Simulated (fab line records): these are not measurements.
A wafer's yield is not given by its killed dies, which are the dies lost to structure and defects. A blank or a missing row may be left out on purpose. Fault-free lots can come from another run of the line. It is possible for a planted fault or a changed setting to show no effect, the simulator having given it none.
Which tool is to blame? + flow sky130 + Sampling: 24 lots, 72 wafers, 6 of 708 route steps

WHAT THE GAUGES READ, wafer by wafer
SKY_VIA1_RS_MEAS_22: uses a four-point probe to measure. Usual: VIA1_W_RS 0.425 ohm/sq, standard deviation 0.0049.
| lot  | measured     | on            | VIA1_W_RS (ohm/sq) | flag |
|------|--------------|---------------|--------------------|------|
| L074 | day 34 16:26 | film-metro-02 | 0.422 0.417 0.427  |      |
| L075 | day 34 22:44 | film-metro-01 | 0.420 0.426 0.428  |      |
| L076 | day 35 06:03 | film-metro-01 | 0.415 0.413 0.421  |      |
| L077 | day 35 10:52 | film-metro-04 | 0.430 0.426 0.428  |      |
| L078 | day 35 23:22 | film-metro-04 | 0.421 0.418 0.415  |      |
| L079 | day 36 05:05 | film-metro-02 | 0.421 0.423 0.424  |      |
| L080 | day 36 13:52 | film-metro-01 | 0.428 0.417 0.420  |      |
| L081 | day 37 05:27 | film-metro-01 | 0.425 0.421 0.425  |      |
| L082 | day 38 01:40 | film-metro-02 | 0.426 0.419 0.421  |      |
| L083 | day 38 03:20 | film-metro-01 | 0.421 0.426 0.431  |      |
| L084 | day 38 07:47 | film-metro-02 | 0.419 0.422 0.414  |      |
| L085 | day 38 14:09 | film-metro-01 | 0.431 0.430 0.430  |      |
| L086 | day 38 14:12 | film-metro-02 | 0.424 0.427 0.429  |      |
| L087 | day 38 16:54 | film-metro-01 | 0.425 0.427 0.429  |      |
| L088 | day 39 04:33 | film-metro-04 | 0.430 0.430 0.429  |      |
| L089 | day 39 09:14 | film-metro-04 | 0.429 0.424 0.429  |      |
| L090 | day 39 14:50 | film-metro-04 | 0.431 0.426 0.431  |      |
| L091 | day 39 21:23 | film-metro-04 | 0.427 0.423 0.426  |      |
| L093 | day 40 04:34 | film-metro-01 | 0.426 0.426 0.428  |      |
| L092 | day 40 11:55 | film-metro-01 | 0.424 0.423 0.427  |      |
| L094 | day 40 19:06 | film-metro-04 | 0.427 0.431 0.428  |      |
| L095 | day 41 01:00 | film-metro-04 | 0.428 0.422 0.421  |      |
| L096 | day 41 04:29 | film-metro-04 | 0.420 0.420 0.423  |      |
| L097 | day 41 10:43 | film-metro-02 | 0.426 0.422 0.426  |      |

SKY_METAL2_OVL_MEAS_16. Usual: METAL2_OVL -3 nm, standard deviation 5.9.
| lot  | measured     | on         | METAL2_OVL (nm) | flag |
|------|--------------|------------|-----------------|------|
| L074 | day 35 19:23 | overlay-01 | -1 -12 -4       |      |
| L075 | day 36 02:01 | overlay-01 | -3 -6 -11       |      |
| L076 | day 36 09:27 | overlay-01 | -3 0 -13        |      |
| L077 | day 36 14:13 | overlay-01 | -6 4 8          |      |
| L078 | day 37 02:08 | overlay-02 | -10 -1 -5       |      |
| L079 | day 37 07:55 | overlay-01 | -11 -6 -11      |      |
| L080 | day 37 16:59 | overlay-01 | -9 -6 -6        |      |
| L081 | day 38 08:24 | overlay-01 | -4 -9 -9        |      |
| L082 | day 39 04:47 | overlay-01 | 2 4 7           |      |
| L083 | day 39 06:08 | overlay-02 | -22 -14 -13     |      |
| L084 | day 39 09:31 | overlay-02 | 7 4 1           |      |
| L085 | day 39 16:13 | overlay-02 | -8 -3 -7        |      |
| L086 | day 39 16:37 | overlay-01 | -6 -2 -7        |      |
| L087 | day 39 18:25 | overlay-02 | -5 -4 -14       |      |
| L088 | day 40 06:55 | overlay-02 | 3 4 3           |      |
| L089 | day 40 11:31 | overlay-01 | -1 -10 -1       |      |
| L090 | day 40 16:37 | overlay-02 | 4 -5 -8         |      |
| L091 | day 40 22:51 | overlay-01 | 9 0 -8          |      |
| L093 | day 41 05:22 | overlay-02 | 3 -2 4          |      |
| L092 | day 41 12:59 | overlay-01 | 0 -5 1          |      |
| L094 | day 41 19:32 | overlay-01 | 0 1 -6          |      |
| L095 | day 42 01:25 | overlay-01 | -9 -12 -8       |      |
| L096 | day 42 05:45 | overlay-02 | -3 -2 5         |      |
| L097 | day 42 11:13 | overlay-01 | 2 5 -3          |      |

SKY_CAPM_THK_MEAS_01. Usual: CAPM_CVD_00_THK 15.44 nm, standard deviation 0.23.
| lot  | measured     | on            | CAPM_CVD_00_THK (nm) | flag |
|------|--------------|---------------|----------------------|------|
| L074 | day 37 00:53 | film-metro-03 | 15.77 15.52 15.68    |      |
| L075 | day 37 07:47 | film-metro-03 | 15.28 15.24 15.51    |      |
| L076 | day 37 15:07 | film-metro-03 | 15.67 15.51 15.76    |      |
| L077 | day 37 19:06 | film-metro-01 | 15.25 15.41 15.46    |      |
| L078 | day 38 06:50 | film-metro-03 | 15.67 15.54 15.54    |      |
| L079 | day 38 13:28 | film-metro-03 | 15.55 15.49 15.55    |      |
| L080 | day 38 21:59 | film-metro-04 | 15.17 15.22 15.48    |      |
| L081 | day 39 13:08 | film-metro-03 | 15.12 15.20 15.43    |      |
| L082 | day 40 09:20 | film-metro-04 | 15.45 15.56 15.69    |      |
| L083 | day 40 10:41 | film-metro-04 | 15.35 15.64 15.40    |      |
| L084 | day 40 14:07 | film-metro-04 | 15.19 15.37 15.35    |      |
| L085 | day 40 20:42 | film-metro-04 | 14.99 15.16 15.60    |      |
| L086 | day 40 21:05 | film-metro-03 | 15.33 15.67 15.52    |      |
| L087 | day 40 22:02 | film-metro-04 | 15.67 15.85 15.71    |      |
| L088 | day 41 10:01 | film-metro-03 | 15.49 15.27 15.53    |      |
| L089 | day 41 14:55 | film-metro-03 | 14.99 15.29 15.50    |      |
| L090 | day 41 19:37 | film-metro-03 | 15.33 15.38 15.32    |      |
| L091 | day 42 02:07 | film-metro-03 | 15.45 15.44 15.49    |      |
| L093 | day 42 08:18 | film-metro-04 | 15.17 15.36 15.50    |      |
| L092 | day 42 15:43 | film-metro-03 | 15.30 15.64 15.68    |      |
| L094 | day 42 23:40 | film-metro-01 | 15.21 15.56 15.68    |      |
| L095 | day 43 05:16 | film-metro-04 | 15.36 15.82 16.08    |      |
| L096 | day 43 08:19 | film-metro-04 | 15.11 15.43 15.46    |      |
| L097 | day 43 13:52 | film-metro-03 | 14.94 15.24 15.16    |      |

SKY_CAPM_OVL_MEAS_12. Usual: CAPM_OVL 0.1 nm, standard deviation 1.4.
| lot  | measured     | on         | CAPM_OVL (nm)  | flag |
|------|--------------|------------|----------------|------|
| L074 | day 38 03:00 | overlay-02 | 1.6 2.1 -0.3   |      |
| L075 | day 38 09:36 | overlay-02 | 1.1 2.7 2.4    |      |
| L076 | day 38 17:12 | overlay-02 | 0.3 -0.7 -0.8  |      |
| L077 | day 38 21:18 | overlay-02 | 0.5 -3.1 1.0   |      |
| L078 | day 39 08:24 | overlay-02 | -2.2 -0.4 0.7  |      |
| L079 | day 39 14:44 | overlay-02 | -0.3 -2.3 -1.7 |      |
| L080 | day 40 00:01 | overlay-01 | 0.4 -0.5 -0.3  |      |
| L081 | day 40 14:41 | overlay-02 | -1.7 -2.8 0.4  |      |
| L082 | day 41 09:29 | overlay-02 | -0.8 -0.1 -2.0 |      |
| L083 | day 41 10:27 | overlay-02 | 0.0 1.4 0.3    |      |
| L084 | day 41 14:36 | overlay-01 | 1.1 0.9 0.4    |      |
| L085 | day 41 20:56 | overlay-01 | 1.9 1.1 2.5    |      |
| L086 | day 41 21:14 | overlay-02 | -2.5 0.0 -0.2  |      |
| L087 | day 41 22:13 | overlay-02 | -0.6 -2.9 0.1  |      |
| L088 | day 42 10:20 | overlay-01 | -1.8 -1.8 1.0  |      |
| L089 | day 42 14:45 | overlay-01 | -0.5 -1.4 -0.5 |      |
| L090 | day 42 19:42 | overlay-02 | -1.2 -0.7 -0.3 |      |
| L091 | day 43 01:41 | overlay-02 | -0.8 2.5 0.5   |      |
| L093 | day 43 08:35 | overlay-01 | 2.6 4.6 1.4    |      |
| L092 | day 43 14:46 | overlay-01 | -0.3 -0.2 -0.4 |      |
| L094 | day 43 23:18 | overlay-02 | -1.0 -0.1 1.9  |      |
| L095 | day 44 04:39 | overlay-01 | -2.4 -0.6 -1.4 |      |
| L096 | day 44 07:52 | overlay-01 | 1.2 -0.5 -1.5  |      |
| L097 | day 44 11:54 | overlay-02 | -0.1 1.7 0.1   |      |

EACH LOT AND THE TOOL THAT RAN IT (in order: tool; ch and the chambers of the sampled wafers; start)
| lot  | SKY_METAL2_DESCUM_17              | SKY_VIA2_CMP_02               |
|------|-----------------------------------|-------------------------------|
| L074 | rie-metal-03 ch 0,1, day 35 19:26 | cmp-01 ch 0,2,3, day 35 20:26 |
| L075 | rie-metal-02 ch 0,1, day 36 02:03 | cmp-01 ch 0,1,2, day 36 03:13 |
| L076 | rie-metal-03 ch 0,1, day 36 09:29 | cmp-01 ch 0,1,3, day 36 10:29 |
| L077 | rie-metal-02 ch 0,1, day 36 14:15 | cmp-02 ch 1,3, day 36 15:17   |
| L078 | rie-metal-02 ch 0,1, day 37 02:11 | cmp-01 ch 1,2,3, day 37 03:11 |
| L079 | rie-metal-01 ch 1, day 37 07:58   | cmp-02 ch 0,3, day 37 09:13   |
| L080 | rie-metal-02 ch 0, day 37 17:02   | cmp-01 ch 0,2, day 37 18:12   |
| L081 | rie-metal-01 ch 1, day 38 08:26   | cmp-01 ch 0,1, day 38 09:42   |
| L082 | rie-metal-03 ch 0,1, day 39 04:50 | cmp-01 ch 1,2,3, day 39 05:47 |
| L083 | rie-metal-03 ch 0,1, day 39 06:11 | cmp-01 ch 0,1,2, day 39 07:14 |
| L084 | rie-metal-01 ch 0,1, day 39 09:33 | cmp-02 ch 0,1,2, day 39 10:31 |
| L085 | rie-metal-03 ch 0,1, day 39 16:15 | cmp-01 ch 0,3, day 39 17:19   |
| L086 | rie-metal-01 ch 0,1, day 39 16:39 | cmp-02 ch 0,1,2, day 39 17:44 |
| L087 | rie-metal-02 ch 0,1, day 39 18:26 | cmp-01 ch 0,3, day 39 19:27   |
| L088 | rie-metal-03 ch 0,1, day 40 06:56 | cmp-02 ch 0,1, day 40 07:54   |
| L089 | rie-metal-02 ch 0,1, day 40 11:33 | cmp-01 ch 1,2,3, day 40 12:34 |
| L090 | rie-metal-03 ch 1, day 40 16:39   | cmp-01 ch 1,2, day 40 17:37   |
| L091 | rie-metal-02 ch 0,1, day 40 22:53 | cmp-02 ch 1,2,3, day 40 23:53 |
| L093 | rie-metal-02 ch 0, day 41 05:24   | cmp-01 ch 0,2,3, day 41 06:28 |
| L092 | rie-metal-01 ch 0,1, day 41 13:01 | cmp-02 ch 1,3, day 41 13:58   |
| L094 | rie-metal-02 ch 0,1, day 41 19:35 | cmp-02 ch 0,2,3, day 41 20:35 |
| L095 | rie-metal-01 ch 0,1, day 42 01:27 | cmp-01 ch 0,2,3, day 42 02:35 |
| L096 | rie-metal-02 ch 0,1, day 42 05:47 | cmp-01 ch 0,1,3, day 42 06:53 |
| L097 | rie-metal-02 ch 0,1, day 42 11:16 | cmp-01 ch 1,3, day 42 12:13   |
- SKY_METAL2_DESCUM_17: chemistry O2, time 8 s.
- SKY_VIA2_CMP_02: polishes SiO2.

WHAT THE TOOLS THEMSELVES READ (means of the sampled wafers that have a number; where no wafer has one, the mark that the record gives instead)
SKY_METAL2_DESCUM_17. Usual: drypump-motor-current-A 5.8 A, standard deviation 0.4; he-backside-leak-sccm 3.35 sccm, standard deviation 0.18; oes-product-au 1.000 a.u., standard deviation 0.0086.
| lot  | tool         | drypump-motor-current-A (A) | he-backside-leak-sccm (sccm) | oes-product-au (a.u.) | flag |
|------|--------------|-----------------------------|------------------------------|-----------------------|------|
| L074 | rie-metal-03 | 5.9                         | 3.26                         | 1.001                 |      |
| L075 | rie-metal-02 | 6.1                         | 3.31                         | 1.007                 |      |
| L076 | rie-metal-03 | 5.9                         | 3.34                         | 1.005                 |      |
| L077 | rie-metal-02 | 6.2                         | 3.32                         | 1.001                 |      |
| L078 | rie-metal-02 | 6.1                         | 3.43                         | 1.003                 |      |
| L079 | rie-metal-01 | 5.1                         | 3.36                         | 1.003                 |      |
| L080 | rie-metal-02 | 6.0                         | 3.40                         | 1.007                 |      |
| L081 | rie-metal-01 | 5.1                         | 3.21                         | 0.998                 |      |
| L082 | rie-metal-03 | 5.7                         | 3.27                         | 0.993                 |      |
| L083 | rie-metal-03 | 5.8                         | 3.38                         | 0.995                 |      |
| L084 | rie-metal-01 | 5.4                         | 3.51                         | 0.995                 |      |
| L085 | rie-metal-03 | 5.7                         | 3.37                         | 0.991                 |      |
| L086 | rie-metal-01 | 5.3                         | 3.28                         | 0.998                 |      |
| L087 | rie-metal-02 | 6.1                         | 3.36                         | 0.998                 |      |
| L088 | rie-metal-03 | 5.9                         | 3.35                         | 0.988                 |      |
| L089 | rie-metal-02 | 6.1                         | 3.43                         | 1.007                 |      |
| L090 | rie-metal-03 | 6.0                         | 3.33                         | 1.011                 |      |
| L091 | rie-metal-02 | 6.2                         | 3.29                         | 1.000                 |      |
| L093 | rie-metal-02 | 6.0                         | 3.45                         | 1.009                 |      |
| L092 | rie-metal-01 | 5.3                         | 3.21                         | 0.990                 |      |
| L094 | rie-metal-02 | 6.1                         | 3.45                         | 1.003                 |      |
| L095 | rie-metal-01 | 5.3                         | 3.33                         | 0.992                 |      |
| L096 | rie-metal-02 | 6.1                         | 3.41                         | 0.999                 |      |
| L097 | rie-metal-02 | 6.2                         | 3.49                         | 0.999                 |      |

SKY_VIA2_CMP_02. Usual: 11.3 A for motor-current-A, sd 1.2.
| lot  | tool   | motor-current-A (A) | flag |
|------|--------|---------------------|------|
| L074 | cmp-01 | 10.7                |      |
| L075 | cmp-01 | 11.1                |      |
| L076 | cmp-01 | 10.5                |      |
| L077 | cmp-02 | 11.2                |      |
| L078 | cmp-01 | 11.4                |      |
| L079 | cmp-02 | 12.1                |      |
| L080 | cmp-01 | 10.9                |      |
| L081 | cmp-01 | 10.5                |      |
| L082 | cmp-01 | 11.5                |      |
| L083 | cmp-01 | 11.1                |      |
| L084 | cmp-02 | 12.3                |      |
| L085 | cmp-01 | 10.3                |      |
| L086 | cmp-02 | 12.1                |      |
| L087 | cmp-01 | 9.8                 |      |
| L088 | cmp-02 | 11.6                |      |
| L089 | cmp-01 | 11.4                |      |
| L090 | cmp-01 | 11.3                |      |
| L091 | cmp-02 | 12.0                |      |
| L093 | cmp-01 | 11.0                |      |
| L092 | cmp-02 | 11.1                |      |
| L094 | cmp-02 | 12.5                |      |
| L095 | cmp-01 | 10.6                |      |
| L096 | cmp-01 | 10.6                |      |
| L097 | cmp-01 | 11.4                |      |

THE ANSWER, worked out from the rows above alone
Rule: a lot is off if the mean of its wafers that have a number lies more than 3 standard deviations from the usual mean. A lot without any number at a reading at which 4 lots or more have one is off too. The other lots that the step has rows for count as sound. First the gauges in route order, then the tools' own readings, where a lot's mean is used as printed above. The first step at which some lot is off is used, and at that step the reading that is off furthest; a lot without a number counts as furthest.
Across all readings shown, no lot is off: no conclusion can be drawn from this.

WHAT THE SIMULATOR HAD INSERTED
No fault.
